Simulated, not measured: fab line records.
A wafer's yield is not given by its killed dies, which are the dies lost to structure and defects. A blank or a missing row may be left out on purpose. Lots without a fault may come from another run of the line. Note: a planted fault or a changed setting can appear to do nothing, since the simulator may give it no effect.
Chamber matching :: flow gf180mcu :: cmp-02 running GF_CONTACT_CMP_27: 4 sister chambers
The step polishes, stops on SiO2, t overpolish 15 s, target thk 0 nm. 4 wafers are shown with their chamber, then 10 later ones without.

## WAFERS, EACH WITH ITS CHAMBER
wafer: L575.4
chamber: 1
motor_current_A (A): 10.3

wafer: L574.5
chamber: 3
motor_current_A (A): 10.4

wafer: L577.1
chamber: 2
motor_current_A (A): 12.2

wafer: L577.3
chamber: 0
motor_current_A (A): 10.0

## WAFERS WITHOUT THEIR CHAMBER
wafer: L577.6
motor_current_A (A): 12.7

wafer: L578.1
motor_current_A (A): 9.8

wafer: L578.2
motor_current_A (A): 12.1

wafer: L578.6
motor_current_A (A): 11.0

wafer: L579.1
motor_current_A (A): 10.4

wafer: L579.5
motor_current_A (A): 10.1

wafer: L579.6
motor_current_A (A): 10.4

wafer: L582.1
motor_current_A (A): 12.2

wafer: L582.5
motor_current_A (A): 10.3

wafer: L582.6
motor_current_A (A): 10.2

## WHICH CHAMBER EACH ONE RAN IN
wafer: L577.6
from the rows above: 2
in truth: 2

wafer: L578.1
from the rows above: can't be placed: 0 or 1 or 3
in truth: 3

wafer: L578.2
from the rows above: 2
in truth: 2

wafer: L578.6
from the rows above: can't be placed: 3 or 1 or 0
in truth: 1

wafer: L579.1
from the rows above: can't be placed: 3 or 1 or 0
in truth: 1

wafer: L579.5
from the rows above: can't be placed: 0 or 1 or 3
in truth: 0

wafer: L579.6
from the rows above: can't be placed: 3 or 1 or 0
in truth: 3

wafer: L582.1
from the rows above: 2
in truth: 2

wafer: L582.5
from the rows above: can't be placed: 1 or 3 or 0
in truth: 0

wafer: L582.6
from the rows above: can't be placed: 1 or 0 or 3
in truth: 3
Placed correctly: 3 of 10. Cannot be placed on the basis of these rows: 7; the candidates contain the true chamber in 7. Wrongly placed: 0.
How it was worked out, from the rows above alone: a wafer's distance from a chamber is the root of the sum, over the readings, of the square of ((its reading less the chamber's mean) divided by the reading's scatter). The wafer belongs to the nearest chamber; if the next one is less than 2 further off, it can't be placed. The mean given for a chamber averages the wafers shown for that chamber. The scatter (one wafer shown for each chamber): square how far every hidden wafer sits from the nearest shown wafer, average those squares and take the square root.
